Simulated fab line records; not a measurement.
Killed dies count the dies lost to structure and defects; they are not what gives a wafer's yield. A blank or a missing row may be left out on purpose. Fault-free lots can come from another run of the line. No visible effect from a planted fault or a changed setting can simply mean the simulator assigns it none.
fab line records	flow sky130
record: lots: 24	wafers: 72	last-day: 50
route steps=708 shown VIA2@531 VIA3@575 METAL4@631 VIA4@650 METAL5@663
lots with no fault: from the same line, run without faults
start-h: hours from the record's opening day to when the first of the lot's shown wafers began	wait-h: time in hours since the lot's previous step	" unchanged from the row above	L1.1+2: a single row standing in for several wafers	- value missing, or start not given	* or withheld: withheld	< > ~ a bound
route shown NAME@n: NAME is a module with steps in the file, n the number in the route of the first one	usual: mean/standard deviation taken from wafers without a fault	same: alike in all rows	chamber/n: place in a boat	sites: the reading at each site	_std_site: the values' standard deviation	_edge_site: inner sites' mean taken away from outer sites' mean	radius-mm: how far each site lies from the wafer's centre	mask NAME#n: copy n	behind: the most recent tool/chamber to have shaped the wafer	hold: why the lot was held/for how many hours/how that ended	device: whichever transistor did not switch (one of n, p or np)	end of line: at the end of the route, the tests of the same wafers	step lacking rows: just its recipe	killed: at the first sort, the dies lost to defects and structure; wafer yield is something else	map: a wafer's dies, marking killed ones x, the rest . and places with no die _
set.NAME: the setting as run; set.NAME@STEP: as run at that earlier step	model.NAME: the simulator's own value behind a step, which no gauge read
route steps across a sampled set of lots; one table per step, one row per wafer
services: the hour from which a tool's chamber was out of use, counted from the record's first day as start-h (under 0 if before that day), plus the number of hours and why
== steps ==
step: SKY_VIA2_CMP_24
recipe: stop-on: SiO2	t-overpolish-s: 20	down-force-psi: 3.5	platen-rpm: 60	target-thk-nm: 0	pad-velocity-m-s: 0.94248
usual: motor-current-A: 11.2/1.1	overpolish-run-s: 20.000/0.0096	time-to-endpoint-s: 100/3.8
lot.wafer	tool	chamber	start-h	wait-h	motor-current-A	overpolish-run-s	time-to-endpoint-s
L074.3	cmp-01	2	860.54	0.1	13.5	20.009	107
L074.2	"	3	"	"	10.9	20.004	106
L074.4	"	0	"	"	10.9	20.011	102
L075.3	cmp-02	3	860.70	0.1	10.7	19.996	94
L075.2	"	0	"	"	11.4	19.994	100
L075.4	"	1	"	"	9.8	20.013	99
L076.1	cmp-02	2	872.96	0.1	9.8	20.008	96
L076.4	"	3	"	"	10.4	20.007	99
L076.5	"	0	"	"	11.6	19.986	97
L077.1	cmp-01	1	888.76	0.1	11.4	20.007	105
L077.4	"	2	"	"	13.3	20.000	106
L077.6	"	3	"	"	10.3	19.995	106
L079.2	cmp-01	0	897.69	0.0	11.3	20.001	103
L079.1	"	3	"	"	10.4	19.999	101
L079.6	"	1	"	"	10.9	20.009	98
L078.1	cmp-01	3	898.44	0.1	11.1	20.011	101
L078.3	"	0	"	"	11.5	19.991	105
L078.6	"	2	"	"	13.6	20.006	102
L080.3	cmp-02	0	898.85	0.0	11.2	19.998	100
L080.5	"	0	"	"	12.2	19.999	96
L080.6	"	1	"	"	10.1	20.009	98
L081.2	cmp-02	1	925.19	0.1	9.5	19.977	91
L081.6	"	3	"	"	10.8	19.997	96
L081.5	"	0	"	"	12.1	19.998	100
L083.2	cmp-01	1	930.99	0.1	11.7	19.989	101
L083.1	"	2	"	"	13.5	20.009	103
L083.5	"	1	"	"	11.4	19.990	100
L082.3	cmp-02	2	935.09	0.0	10.0	20.011	97
L082.2	"	0	"	"	11.9	19.995	93
L082.1	"	1	"	"	9.9	20.001	93
L084.1	cmp-01	2	939.29	0.1	13.2	20.003	105
L084.2	"	3	"	"	10.7	19.994	102
L084.3	"	0	"	"	10.6	20.010	98
L085.3	cmp-02	0	949.60	0.0	11.9	20.011	102
L085.4	"	1	"	"	9.8	19.999	100
L085.1	"	3	"	"	11.1	20.001	99
L086.3	cmp-01	1	955.35	0.1	11.3	19.996	96
L086.1	"	3	"	"	10.0	20.001	102
L086.6	"	0	"	"	11.0	19.997	101
L088.3	cmp-01	3	971.85	0.0	10.1	20.011	100
L088.1	"	2	"	"	13.7	19.987	99
L088.6	"	0	"	"	11.5	20.007	100
L087.4	cmp-02	1	972.95	0.1	10.0	20.010	98
L087.2	"	2	"	"	9.9	19.993	98
L087.6	"	3	"	"	10.6	19.987	95
L090.4	cmp-02	1	974.57	0.2	10.5	20.015	93
L090.5	"	1	"	"	10.0	19.993	97
L090.6	"	2	"	"	10.3	19.992	101
L089.1	cmp-01	2	975.99	0.1	13.1	19.998	98
L089.3	"	0	"	"	11.2	20.000	102
L089.6	"	3	"	"	10.3	19.993	103
L091.4	cmp-01	0	980.09	0.0	11.3	20.004	100
L091.3	"	3	"	"	10.2	19.981	100
L091.5	"	0	"	"	11.4	20.007	99
L092.1	cmp-02	0	983.77	0.1	12.2	20.017	99
L092.4	"	2	"	"	9.6	19.995	96
L092.5	"	0	"	"	11.4	19.996	96
L093.3	cmp-01	2	996.39	0.0	13.3	19.989	106
L093.4	"	3	"	"	10.4	20.006	108
L093.5	"	3	"	"	10.7	19.991	108
L094.3	cmp-01	1	997.59	0.1	11.3	20.009	105
L094.4	"	2	"	"	13.2	19.984	104
L094.6	"	0	"	"	11.1	20.012	105
L095.1	cmp-01	1	1002.89	0.2	11.7	20.017	98
L095.6	"	2	"	"	13.3	19.989	100
L095.5	"	3	"	"	10.4	20.002	100
L096.3	cmp-01	0	1011.99	0.1	11.1	20.006	104
L096.2	"	2	"	"	13.2	19.992	96
L096.5	"	0	"	"	11.2	20.005	103
L097.1	cmp-02	0	1014.99	0.1	11.6	19.997	96
L097.6	"	2	"	"	9.8	20.007	99
L097.5	"	3	"	"	10.8	19.984	97
step: SKY_VIA3_CMP_02
recipe: material: SiO2	down-force-psi: 4	platen-rpm: 60	pad-velocity-m-s: 0.94248
usual: motor-current-A: 12.1/1.2
lot.wafer	tool	chamber	start-h	wait-h	motor-current-A
L074.2	cmp-01	1	914.35	0.2	11.9
L074.4	"	2	"	"	14.6
L074.3	"	3	"	"	11.3
L075.3	cmp-01	2	914.90	0.1	14.7
L075.2	"	0	"	"	11.8
L075.4	"	1	"	"	13.0
L076.1	cmp-01	1	925.17	0.1	12.4
L076.4	"	2	"	"	14.0
L076.5	"	1	"	"	12.5
L077.4	cmp-02	1	941.56	0.0	11.2
L077.1	"	3	"	"	11.2
L077.6	"	1	"	"	11.0
L079.2	cmp-02	0	950.10	0.0	13.1
L079.1	"	3	"	"	11.3
L079.6	"	1	"	"	10.8
L078.1	cmp-02	0	950.40	0.2	12.3
L078.3	"	2	"	"	10.6
L078.6	"	1	"	"	10.4
L080.3	cmp-01	1	951.19	0.0	11.6
L080.5	"	1	"	"	12.9
L080.6	"	2	"	"	15.0
L081.2	cmp-01	1	976.79	0.1	11.8
L081.5	"	3	"	"	11.1
L081.6	"	0	"	"	12.2
L083.1	cmp-02	2	982.67	0.1	10.4
L083.2	"	3	"	"	11.6
L083.5	"	2	"	"	10.7
L082.1	cmp-02	2	986.09	0.1	10.6
L082.2	"	3	"	"	11.8
L082.3	"	0	"	"	12.5
L084.1	cmp-01	1	988.86	0.1	12.6
L084.2	"	3	"	"	11.7
L084.3	"	0	"	"	11.4
L085.3	cmp-02	3	999.30	0.0	11.5
L085.4	"	0	"	"	12.1
L085.1	"	1	"	"	10.9
L086.1	cmp-01	1	1005.73	0.1	12.1
L086.3	"	3	"	"	11.6
L086.6	"	2	"	"	14.1
L088.3	cmp-02	1	1021.29	0.0	11.4
L088.1	"	2	"	"	10.9
L088.6	"	2	"	"	10.8
L087.2	cmp-01	2	1023.01	0.1	14.3
L087.4	"	0	"	"	11.9
L087.6	"	2	"	"	14.5
L090.4	cmp-02	2	1023.91	0.2	11.4
L090.5	"	0	"	"	13.2
L090.6	"	1	"	"	11.3
L089.3	cmp-02	3	1024.68	0.1	12.0
L089.1	"	0	"	"	12.3
L089.6	"	3	"	"	12.2
L091.4	cmp-01	1	1029.48	0.1	12.7
L091.3	"	3	"	"	11.4
L091.5	"	1	"	"	13.0
L092.4	cmp-02	0	1032.93	0.0	12.6
L092.1	"	1	"	"	11.2
L092.5	"	1	"	"	12.0
L093.4	cmp-02	3	1043.74	0.1	11.3
L093.3	"	0	"	"	13.1
L093.5	"	3	"	"	11.6
L094.3	cmp-02	1	1046.41	0.1	10.6
L094.4	"	2	"	"	11.1
L094.6	"	0	"	"	13.0
L095.1	cmp-01	0	1051.45	0.1	12.2
L095.5	"	0	"	"	12.0
L095.6	"	1	"	"	12.6
L096.2	cmp-01	3	1058.71	0.0	11.2
L096.3	"	0	"	"	12.5
L096.5	"	3	"	"	11.1
L097.1	cmp-01	3	1061.66	0.1	11.8
L097.6	"	1	"	"	13.5
L097.5	"	2	"	"	14.3
step: SKY_METAL4_DESCUM_15
recipe: chemistry: O2	source-power-w: 150	bias-power-w: 0	pressure-mtorr: 10	temp-c: 40	time-s: 8
usual: chamber-pressure-mTorr: 10.000/0.0087	drypump-motor-current-A: 6.0/0.54	oes-product-au: 1.002/0.009	rf-fwd-power-W: 147.5/0.7
same: time-s: 8
lot.wafer	tool	chamber	start-h	wait-h	chamber-pressure-mTorr	drypump-motor-current-A	oes-product-au	rf-fwd-power-W	rf-hours-counter-h
L074.2	rie-metal-04	0	989.88	0.0	10.012	5.8	0.993	148.3	-
L074.3	"	0	"	"	10.002	5.7	0.999	147.8	-
L074.4	"	0	"	"	9.993	5.8	0.995	148.0	-
L075.2	rie-metal-03	0	992.14	0.0	9.998	6.4	1.014	148.3	6
L075.3	"	0	"	"	9.979	6.4	1.006	148.2	-
L075.4	"	1	"	"	10.002	6.6	0.991	147.7	-
L076.1	rie-metal-02	0	1000.07	0.0	9.998	5.0	1.002	145.8	10
L076.4	"	1	"	"	9.988	5.9	1.001	147.6	-
L076.5	"	1	"	"	10.005	5.9	0.995	146.9	-
L077.1	rie-metal-04	0	1015.24	0.0	10.018	5.7	1.007	148.4	18
L077.4	"	0	"	"	9.989	5.8	0.992	148.0	-
L077.6	"	0	"	"	10.012	5.8	1.002	148.2	-
L079.1	rie-metal-02	1	1023.12	0.0	10.009	6.0	0.995	147.6	9
L079.2	"	0	"	"	9.997	5.0	1.017	147.0	11
L079.6	"	1	"	"	10.005	6.0	1.003	148.0	-
L078.1	rie-metal-04	0	1024.12	0.0	10.011	5.8	0.997	147.5	18
L078.3	"	0	"	"	9.995	5.8	0.990	147.6	-
L078.6	"	1	"	"	9.979	6.4	0.989	147.2	-
L080.3	rie-metal-02	0	1025.00	0.0	10.006	5.0	1.005	146.9	-
L080.5	"	1	"	"	10.004	5.9	1.002	147.7	-
L080.6	"	0	"	"	9.993	5.0	1.003	146.5	-
L081.2	rie-metal-04	1	1049.29	0.0	10.004	6.5	1.008	146.8	6
L081.5	"	0	"	"	10.007	5.7	1.002	148.4	-
L081.6	"	1	"	"	9.995	6.5	1.001	147.1	-
L083.1	rie-metal-03	1	1054.44	0.0	10.017	6.6	1.002	147.8	19
L083.2	"	1	"	"	10.002	6.6	1.002	147.7	-
L083.5	"	1	"	"	9.996	6.6	0.994	147.7	-
L082.1	rie-metal-03	1	1056.84	0.0	10.004	6.6	1.004	146.6	19
L082.2	"	0	"	"	10.006	6.4	1.016	147.3	9
L082.3	"	0	"	"	9.998	6.4	1.024	147.7	-
L084.1	rie-metal-04	0	1059.47	0.0	9.994	5.7	1.002	147.8	21
L084.2	"	1	"	"	9.995	6.4	0.990	147.1	7
L084.3	"	1	"	"	9.998	6.4	0.988	147.3	-
L085.1	rie-metal-02	0	1069.69	0.0	10.006	4.9	1.015	146.3	14
L085.3	"	0	"	"	10.008	5.0	1.008	145.4	-
L085.4	"	1	"	"	10.003	5.9	0.998	148.0	-
L086.1	rie-metal-02	1	1074.59	0.0	10.003	5.9	1.003	147.8	12
L086.3	"	1	"	"	10.002	5.9	1.006	147.0	-
L086.6	"	0	"	"	9.990	5.0	1.011	146.7	-
L088.1	rie-metal-03	0	1090.44	0.0	10.000	6.4	1.007	147.5	11
L088.3	"	1	"	"	9.999	6.6	1.007	147.0	-
L088.6	"	0	"	"	10.005	6.4	1.016	147.7	-
L087.2	rie-metal-02	1	1091.39	0.0	9.988	5.9	0.998	148.2	13
L087.4	"	0	"	"	9.995	5.0	1.021	145.9	-
L087.6	"	0	"	"	9.990	5.0	1.008	146.5	-
L090.4	rie-metal-03	1	1091.83	0.0	9.990	6.6	0.990	146.9	-
L090.5	"	0	"	"	9.995	6.4	1.008	148.7	-
L090.6	"	1	"	"	10.009	6.6	0.990	147.7	-
L089.1	rie-metal-03	1	1092.67	0.0	9.987	6.6	0.994	148.2	22
L089.3	"	0	"	"	9.979	6.4	1.014	147.5	-
L089.6	"	0	"	"	10.004	6.4	1.006	148.2	-
L091.3	rie-metal-04	1	1097.39	0.0	10.003	6.4	0.997	147.3	-
L091.4	"	0	"	"	9.985	5.7	1.000	148.5	-
L091.5	"	0	"	"	9.999	5.7	0.994	148.3	-
L092.1	rie-metal-03	1	1101.14	0.0	10.004	6.6	1.006	147.8	23
L092.4	"	0	"	"	9.996	6.4	1.014	147.5	-
L092.5	"	0	"	"	9.996	6.4	1.017	148.7	-
L093.3	rie-metal-03	1	1109.59	0.0	10.000	6.6	0.999	147.4	-
L093.4	"	0	"	"	10.014	6.4	1.017	146.9	-
L093.5	"	0	"	"	10.004	6.4	1.027	147.7	-
L094.3	rie-metal-04	1	1112.45	0.0	10.004	6.5	0.990	146.9	-
L094.4	"	0	"	"	10.007	5.8	0.994	148.1	-
L094.6	"	0	"	"	9.994	5.8	0.990	148.0	-
L095.1	rie-metal-02	0	1116.82	0.0	10.002	5.0	1.016	146.0	18
L095.5	"	1	"	"	9.987	5.9	1.001	147.1	-
L095.6	"	0	"	"	9.999	5.0	1.011	146.9	-
L096.2	rie-metal-03	1	1123.57	0.0	9.987	6.6	1.000	147.7	24
L096.3	"	1	"	"	9.995	6.6	1.004	147.1	-
L096.5	"	1	"	"	10.011	6.6	1.001	147.5	-
L097.1	rie-metal-04	0	1125.99	0.0	10.012	5.7	0.999	148.0	26
L097.5	"	0	"	"	9.996	5.7	1.000	147.6	-
L097.6	"	1	"	"	10.002	6.4	1.004	146.6	-
step: SKY_VIA4_OVL_MEAS_11
usual: VIA4_OVL: -0.5/1.2
lot.wafer	tool	chamber	start-h	wait-h	VIA4_OVL[nm]
L074.2	overlay-01	-	1014.72	0.1	0.1
L074.3	"	-	"	"	2.2
L074.4	"	-	"	"	1.6
L075.2	overlay-01	-	1017.30	0.1	-1.4
L075.3	"	-	"	"	-1.6
L075.4	"	-	"	"	-2.4
L076.1	overlay-02	-	1024.49	0.1	-2.2
L076.4	"	-	"	"	-0.9
L076.5	"	-	"	"	-0.4
L077.1	overlay-02	-	1039.19	0.1	0.4
L077.4	"	-	"	"	0.1
L077.6	"	-	"	"	0.3
L079.1	overlay-02	-	1047.49	0.1	-2.9
L079.2	"	-	"	"	-2.0
L079.6	"	-	"	"	-1.5
L078.1	overlay-02	-	1048.14	0.1	-0.2
L078.3	"	-	"	"	0.3
L078.6	"	-	"	"	0.4
L080.3	overlay-01	-	1048.80	0.1	1.6
L080.5	"	-	"	"	1.2
L080.6	"	-	"	"	-0.2
L081.2	overlay-01	-	1072.40	0.1	-1.4
L081.5	"	-	"	"	-1.6
L081.6	"	-	"	"	-1.2
L083.1	overlay-01	-	1077.37	0.1	1.3
L083.2	"	-	"	"	-1.4
L083.5	"	-	"	"	0.4
L082.1	overlay-02	-	1079.39	0.1	-0.5
L082.2	"	-	"	"	-2.1
L082.3	"	-	"	"	-1.1
L084.1	overlay-01	-	1081.89	0.1	0.7
L084.2	"	-	"	"	-0.8
L084.3	"	-	"	"	-1.7
L085.1	overlay-01	-	1091.54	0.1	-0.6
L085.3	"	-	"	"	-1.0
L085.4	"	-	"	"	-0.5
L086.1	overlay-01	-	1096.49	0.1	1.3
L086.3	"	-	"	"	0.1
L086.6	"	-	"	"	1.6
L088.1	overlay-01	-	1112.32	0.1	-1.2
L088.3	"	-	"	"	-3.0
L088.6	"	-	"	"	0.2
L087.2	overlay-02	-	1113.42	0.1	0.6
L087.4	"	-	"	"	0.2
L087.6	"	-	"	"	-1.4
L090.4	overlay-01	-	1114.06	0.1	-1.4
L090.5	"	-	"	"	-2.6
L090.6	"	-	"	"	-1.0
L089.1	overlay-01	-	1114.87	0.1	-2.1
L089.3	"	-	"	"	-1.1
L089.6	"	-	"	"	-0.4
L091.3	overlay-01	-	1119.10	0.1	0.6
L091.4	"	-	"	"	1.1
L091.5	"	-	"	"	1.8
L092.1	overlay-01	-	1122.99	0.1	-2.0
L092.4	"	-	"	"	-1.7
L092.5	"	-	"	"	-1.4
L093.3	overlay-02	-	1130.88	0.1	1.8
L093.4	"	-	"	"	-0.9
L093.5	"	-	"	"	0.0
L094.3	overlay-02	-	1133.58	0.1	-0.2
L094.4	"	-	"	"	-2.5
L094.6	"	-	"	"	0.3
L095.1	overlay-02	-	1137.82	0.1	0.4
L095.5	"	-	"	"	-0.6
L095.6	"	-	"	"	0.9
L096.2	overlay-02	-	1144.35	0.1	0.0
L096.3	"	-	"	"	0.4
L096.5	"	-	"	"	2.0
L097.1	overlay-02	-	1146.77	0.1	-0.2
L097.5	"	-	"	"	-1.2
L097.6	"	-	"	"	-1.4
step: SKY_METAL5_SPUTTER_02
recipe: material: AlCu	target-thk-nm: 1150	power-w: 10600	time-s: 61.2	chamber-pressure-pa: 0.4
usual: chamber-pressure-pa: 0.4000/0.00084	throttle-valve-pct: 29.8/1.1
same: time-s: 61.2
lot.wafer	tool	chamber	start-h	wait-h	chamber-pressure-pa	throttle-valve-pct
L074.2	pvd-sputter-01	-	1016.16	0.0	0.4008	31.1
L074.3	"	-	"	"	0.3986	29.0
L074.4	"	-	"	"	0.3997	28.3
L075.2	pvd-sputter-01	-	1018.75	0.0	0.3988	29.1
L075.3	"	-	"	"	0.3997	31.6
L075.4	"	-	"	"	0.4013	28.1
L076.1	pvd-sputter-01	-	1026.06	0.0	0.3992	28.5
L076.4	"	-	"	"	0.3995	29.1
L076.5	"	-	"	"	0.4006	29.2
L077.1	pvd-sputter-04	-	1040.70	0.0	0.4004	29.5
L077.4	"	-	"	"	0.3990	29.5
L077.6	"	-	"	"	0.3996	29.4
L079.1	pvd-sputter-03	-	1048.94	0.0	0.3999	29.0
L079.2	"	-	"	"	0.4001	28.8
L079.6	"	-	"	"	0.4004	28.8
L078.1	pvd-sputter-03	-	1049.59	0.0	0.4008	29.9
L078.3	"	-	"	"	0.3995	29.2
L078.6	"	-	"	"	0.3996	29.1
L080.3	pvd-sputter-01	-	1050.27	0.0	0.4003	31.2
L080.5	"	-	"	"	0.3999	28.3
L080.6	"	-	"	"	0.3993	31.4
L081.2	pvd-sputter-04	-	1073.92	0.0	0.4006	30.0
L081.5	"	-	"	"	0.3968	29.5
L081.6	"	-	"	"	0.3986	32.0
L083.1	pvd-sputter-04	-	1079.20	0.0	0.3985	32.3
L083.2	"	-	"	"	0.4004	29.3
L083.5	"	-	"	"	0.3991	32.5
L082.1	pvd-sputter-04	-	1080.83	0.0	0.4004	29.5
L082.2	"	-	"	"	0.3986	29.4
L082.3	"	-	"	"	0.3991	29.5
L084.1	pvd-sputter-01	-	1083.35	0.0	0.3991	28.4
L084.2	"	-	"	"	0.4005	29.4
L084.3	"	-	"	"	0.4011	29.1
L085.1	pvd-sputter-03	-	1092.99	0.0	0.3996	29.0
L085.3	"	-	"	"	0.3993	30.7
L085.4	"	-	"	"	0.4011	29.0
L086.1	pvd-sputter-04	-	1097.93	0.0	0.4001	29.5
L086.3	"	-	"	"	0.4001	32.3
L086.6	"	-	"	"	0.4006	29.4
L088.1	pvd-sputter-01	-	1113.84	0.0	0.4005	28.5
L088.3	"	-	"	"	0.4005	28.9
L088.6	"	-	"	"	0.4004	28.9
L087.2	pvd-sputter-03	-	1114.98	0.0	0.3992	29.3
L087.4	"	-	"	"	0.3982	28.9
L087.6	"	-	"	"	0.3995	30.8
L090.4	pvd-sputter-01	-	1115.61	0.0	0.3998	28.2
L090.5	"	-	"	"	0.4002	28.9
L090.6	"	-	"	"	0.3999	28.3
L089.1	pvd-sputter-03	-	1116.43	0.0	0.3995	29.0
L089.3	"	-	"	"	0.4002	29.8
L089.6	"	-	"	"	0.4004	29.8
L091.3	pvd-sputter-04	-	1120.55	0.0	0.3996	29.5
L091.4	"	-	"	"	0.3995	32.2
L091.5	"	-	"	"	0.4006	29.9
L092.1	pvd-sputter-01	-	1124.54	0.0	0.4002	28.0
L092.4	"	-	"	"	0.4007	29.1
L092.5	"	-	"	"	0.3996	28.5
L093.3	pvd-sputter-04	-	1132.32	0.0	0.3998	32.2
L093.4	"	-	"	"	0.4003	29.5
L093.5	"	-	"	"	0.3995	29.3
L094.3	pvd-sputter-04	-	1135.01	0.0	0.3996	29.7
L094.4	"	-	"	"	0.3998	32.2
L094.6	"	-	"	"	0.4005	29.1
L095.1	pvd-sputter-03	-	1139.27	0.0	0.3998	28.7
L095.5	"	-	"	"	0.4001	29.7
L095.6	"	-	"	"	0.3999	30.6
L096.2	pvd-sputter-03	-	1145.79	0.0	0.4001	30.6
L096.3	"	-	"	"	0.3997	29.1
L096.5	"	-	"	"	0.3999	29.2
L097.1	pvd-sputter-01	-	1148.22	0.0	0.4019	29.2
L097.5	"	-	"	"	0.3994	29.5
L097.6	"	-	"	"	0.4009	29.2
step: SKY_METAL5_RS_MEAS_05
recipe: thk-meas-gauge: four-point-probe	reads: TiN_of_METAL5_SPUTTER_04+Ti_of_METAL5_SPUTTER_03+AlCu_of_METAL5_SPUTTER_02+TiN_of_METAL5_SPUTTER_01+Ti_of_METAL5_SPUTTER_00
usual: METAL5_ALCU_RS: 0.02706/0.00024
lot.wafer	tool	chamber	start-h	wait-h	METAL5_ALCU_RS[ohm/sq]
L074.2	film-metro-01	-	1016.30	0.0	0.02678
L074.3	"	-	"	"	0.02673
L074.4	"	-	"	"	0.02671
L075.2	film-metro-04	-	1018.89	0.0	0.02712
L075.3	"	-	"	"	0.02681
L075.4	"	-	"	"	0.02669
L076.1	film-metro-01	-	1026.18	0.0	0.02681
L076.4	"	-	"	"	0.02706
L076.5	"	-	"	"	0.02694
L077.1	film-metro-01	-	1040.84	0.0	0.0274
L077.4	"	-	"	"	0.0273
L077.6	"	-	"	"	0.02728
L079.1	film-metro-02	-	1049.06	0.0	0.02697
L079.2	"	-	"	"	0.02685
L079.6	"	-	"	"	0.0271
L078.1	film-metro-01	-	1049.71	0.0	0.02723
L078.3	"	-	"	"	0.02693
L078.6	"	-	"	"	0.02695
L080.3	film-metro-02	-	1050.43	0.1	0.02674
L080.5	"	-	"	"	0.02691
L080.6	"	-	"	"	0.0269
L081.2	film-metro-02	-	1074.06	0.0	0.02733
L081.5	"	-	"	"	0.02682
L081.6	"	-	"	"	0.02723
L083.1	film-metro-01	-	1079.32	0.0	0.02703
L083.2	"	-	"	"	0.02713
L083.5	"	-	"	"	0.02714
L082.1	film-metro-02	-	1080.95	0.0	0.02711
L082.2	"	-	"	"	0.02735
L082.3	"	-	"	"	0.0271
L084.1	film-metro-04	-	1083.46	0.0	0.02711
L084.2	"	-	"	"	0.02723
L084.3	"	-	"	"	0.02715
L085.1	film-metro-02	-	1093.11	0.0	0.02668
L085.3	"	-	"	"	0.02683
L085.4	"	-	"	"	0.02671
L086.1	film-metro-02	-	1098.05	0.0	0.02697
L086.3	"	-	"	"	0.02693
L086.6	"	-	"	"	0.02702
L088.1	film-metro-01	-	1113.95	0.0	0.02723
L088.3	"	-	"	"	0.02718
L088.6	"	-	"	"	0.02705
L087.2	film-metro-01	-	1115.13	0.0	0.02693
L087.4	"	-	"	"	0.0268
L087.6	"	-	"	"	0.02687
L090.4	film-metro-04	-	1115.79	0.1	0.02718
L090.5	"	-	"	"	0.02737
L090.6	"	-	"	"	0.02728
L089.1	film-metro-04	-	1116.56	0.0	0.02698
L089.3	"	-	"	"	0.02731
L089.6	"	-	"	"	0.02731
L091.3	film-metro-01	-	1120.71	0.1	0.02668
L091.4	"	-	"	"	0.02676
L091.5	"	-	"	"	0.02661
L092.1	film-metro-04	-	1124.66	0.0	0.02711
L092.4	"	-	"	"	0.02701
L092.5	"	-	"	"	0.02724
L093.3	film-metro-04	-	1132.47	0.1	0.02726
L093.4	"	-	"	"	0.02718
L093.5	"	-	"	"	0.0271
L094.3	film-metro-01	-	1135.17	0.1	0.02751
L094.4	"	-	"	"	0.02763
L094.6	"	-	"	"	0.02726
L095.1	film-metro-02	-	1139.39	0.0	0.02714
L095.5	"	-	"	"	0.02744
L095.6	"	-	"	"	0.02735
L096.2	film-metro-01	-	1145.93	0.0	0.0267
L096.3	"	-	"	"	0.0266
L096.5	"	-	"	"	0.02645
L097.1	film-metro-04	-	1148.34	0.0	0.02709
L097.5	"	-	"	"	0.02723
L097.6	"	-	"	"	0.02727
== services ==
tool	chamber	start-h	hours	kind
pvd-sputter-01	-	838.64	1.0	repair
rie-metal-04	-	850.53	2.8	pm
cmp-02	-	893.84	1.1	repair
rie-metal-04	0	895.52	1.1	repair
rie-metal-02	1	895.60	6.1	repair
cmp-02	-	912.49	4.0	pm
cmp-01	-	928.37	1.1	repair
pvd-sputter-04	-	956.48	3.4	repair
cmp-01	-	973.00	2.0	repair
rie-metal-04	1	984.58	26.9	repair
rie-metal-04	-	990.50	0.8	repair
rie-metal-03	0	995.36	2.0	repair
pvd-sputter-01	-	1000.82	4.7	repair
cmp-02	-	1011.56	2.8	repair
cmp-02	-	1031.68	0.3	repair
rie-metal-03	0	1042.10	13.6	repair
cmp-01	-	1059.38	1.0	repair
cmp-01	-	1071.31	2.1	repair
cmp-02	-	1076.67	3.8	pm
cmp-01	-	1084.00	4.0	pm
pvd-sputter-01	-	1094.32	7.4	repair
cmp-02	-	1107.08	1.0	repair
cmp-01	-	1133.99	0.4	repair
cmp-02	-	1145.95	2.7	repair
== key ==
fault none
